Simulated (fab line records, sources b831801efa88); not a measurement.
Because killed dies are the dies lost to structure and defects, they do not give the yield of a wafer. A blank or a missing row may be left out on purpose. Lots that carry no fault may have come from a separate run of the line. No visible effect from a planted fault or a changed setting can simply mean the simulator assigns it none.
8D (eight disciplines) problem report, filled in by code || flow gf180mcu || the parts of the form that need people (team, actions taken, sign-off) are left out

## 1. WHAT WENT WRONG
HV_LDD_03_OVL at GF_HV_LDD_OVL_MEAS_47 reads a mean of -118.0 nm on 9 wafers of 3 lots; wafers without a fault read 0.8 nm with a standard deviation of 1.6. Measured from the usual mean, that is -74 standard deviations.
First observed at day 18 07:23: wafer L272.2, on overlay-01. The record holds 39 wafers of 13 lots with a number at this step. The rule behind "out" and "out of limits": a value lying over 4 standard deviations away from the usual mean. Any other wafer with a number is counted as sound.

## 2. WHAT IT IS AND WHAT IT IS NOT
{"question": "which readings at this step", "is": "HV_LDD_03_OVL", "is not": "-"}
{"question": "which lots", "is": "L272, L274, L275", "is not": "L254, L255, L256, L257, L260, L261, L262, L266, L267, L276"}
{"question": "which wafers of those lots", "is": "all that have a number", "is not": "-"}
{"question": "read on which gauges", "is": "overlay-01, overlay-02", "is not": "-"}
{"question": "when", "is": "from day 18 07:23", "is not": "up to then (27 sound wafers); but 3 sound wafers of L276 came after"}

## 3. SUSPECTS, AND WHAT RULES EACH OUT
Counting: a tool at any process step up to the reading remains a suspect when it ran all the lots that are out and ran no sound lot after the first of those.
- the gauge at GF_HV_LDD_OVL_MEAS_47 is ruled out. Those wafers that are out were read across 2 gauges (overlay-01, overlay-02).
- plasma asher-02 at GF_HV_LDD_STRIP_22 (strips in O2/N2): ruled out as a lasting fault. Sound lots L276 ran on it after its first lot that is out, L272 (day 16 08:44).
- iline stepper-02 at GF_HV_LDD_EXPOSE_43 (exposes mask Pplus HV AREA, target cd 400 nm): kept. It ran every lot that is out, first L272 (day 17 20:38), and no sound lot after that; its last sound lot up to then is L267 (day 16 15:32).
After counting, what remains is iline stepper-02 at GF_HV_LDD_EXPOSE_43.

## 4. THE CAUSE (what the simulator had put in)
Scanner matching overlay: iline stepper-02, from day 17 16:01 on, at GF_HV_LDD_EXPOSE_43. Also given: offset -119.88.
This tool alone remained once counting was done.

## 5. SEQUENCE OF EFFECTS, ordered by route
Rows list readings where the struck wafers' mean (over those with a number) sits beyond 3 standard deviations from the usual. Only readings for which the record gives a usual standard deviation are gone through. hours: the time from each lot's start at the first step in this table that gives one to its start at this step, as a median over the lots. sigmas: the change in usual standard deviations.
{"hours": 0, "step": "GF_HV_LDD_OVL_MEAS_47", "reading": "HV_LDD_03_OVL", "usual": "0.8 nm", "on struck wafers": -118.0, "change": -118.8, "sigmas": -74}
Later measuring or inspecting steps at which every struck wafer that the step has a row for has a number for every such reading, and none has moved that far: GF_HV_LDD_TW_MEAS_50.

## 6. WHAT WOULD HAVE CAUGHT IT SOONER
In this record the first reading out of limits at a measuring or inspecting step was taken at day 18 07:23, 15 hours after the fault began at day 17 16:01.
L274, L275, from the lots that are out (3), started GF_HV_LDD_EXPOSE_43 on iline stepper-02 later than day 18 07:23. A hold on the tool at that time would have spared those 2.
